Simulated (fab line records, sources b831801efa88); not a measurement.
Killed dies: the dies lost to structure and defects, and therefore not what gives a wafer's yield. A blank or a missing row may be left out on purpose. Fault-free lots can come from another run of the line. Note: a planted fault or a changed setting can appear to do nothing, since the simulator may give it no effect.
A single fault, viewed from 2 desks / flow sky130 / numbers are kept per desk, each desk with only its own; the story behind them comes last

## FROM THE METROLOGY DESK
What the gauges read, lot by lot, whatever tool the lot ran on: means of the sampled wafers that have a number. A lot is out of limits, marked OUT, if its mean lies more than 4 standard deviations from the usual mean; the brackets give that distance.
Columns: A = VIA3_BOW at SKY_VIA3_BOW_MEAS_03, usual 79 um; B = cd_nm at SKY_VIA3_CD_MEAS_12, usual 200.1 nm; C = VIA3_OVL at SKY_VIA3_OVL_MEAS_13, usual -4 nm
lot=L472; first seen here=day 38 11:55; A=86; B=198.1; C=-7
lot=L474; first seen here=day 38 15:39; A=80; B=199.0; C=-7
lot=L479; first seen here=day 42 15:37; A=91; B=199.4; C=-2
lot=L488; first seen here=day 43 08:19; A=77; B=200.0; C=-1
lot=L489; first seen here=day 43 08:59; A=85; B=199.6; C=-5
lot=L490; first seen here=day 43 11:29; A=79; B=198.2; C=2
This desk found nothing out of limits on any of the 6 lots.

## AT THE TOOL OWNER'S DESK: rie_diel-02
The tool's own readings at SKY_VIA3_ETCH_14 (etches BARC in N2/H2, stops on SiO2, time 45.9 s, target depth 60 nm): means of the sampled wafers that have a number, for each lot that ran on this tool. A lot is out of limits, marked OUT, if its mean lies more than 4 standard deviations from the usual mean; the brackets give that distance.
Columns: A = drypump_motor_current_A at SKY_VIA3_ETCH_14, usual 5.6 A; B = oes_product_au at SKY_VIA3_ETCH_14, usual 0.855 a.u.; C = run_length_s at SKY_VIA3_ETCH_14, usual 74.3 s; D = throttle_valve_pct at SKY_VIA3_ETCH_14, usual 13.225 %
lot=L472; first seen here=day 39 13:41; A=5.6; B=0.854; C=75.0; D=13.226
lot=L488; first seen here=day 44 06:25; A=6.0; B=0.914 (+13) OUT; C=71.4 (-5.6) OUT; D=13.231
lot=L490; first seen here=day 44 08:56; A=5.5; B=0.916 (+14) OUT; C=71.4 (-5.6) OUT; D=13.223
This desk's verdict: out of limits on L488, L490, starting with L488 at day 44 06:25 (oes_product_au at SKY_VIA3_ETCH_14). L472 stayed within limits.

## PUT TOGETHER
At day 44 06:25, on L488, L490, the tool owner's desk was in a position to raise an alarm.
Metrology desk: nothing out of limits seen.
The metrology desk has L488, L490 on record, within its limits.
The lots listed all ran SKY_VIA3_ETCH_14 on rie_diel-02.

## WHAT THE SIMULATOR HAD INSERTED
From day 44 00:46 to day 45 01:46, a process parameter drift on rie_diel-02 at SKY_VIA3_ETCH_14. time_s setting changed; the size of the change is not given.
Struck lots among those shown: L488, L490.
Hours from the fault's start to each desk's first reading out of limits: the tool owner's desk, 6.
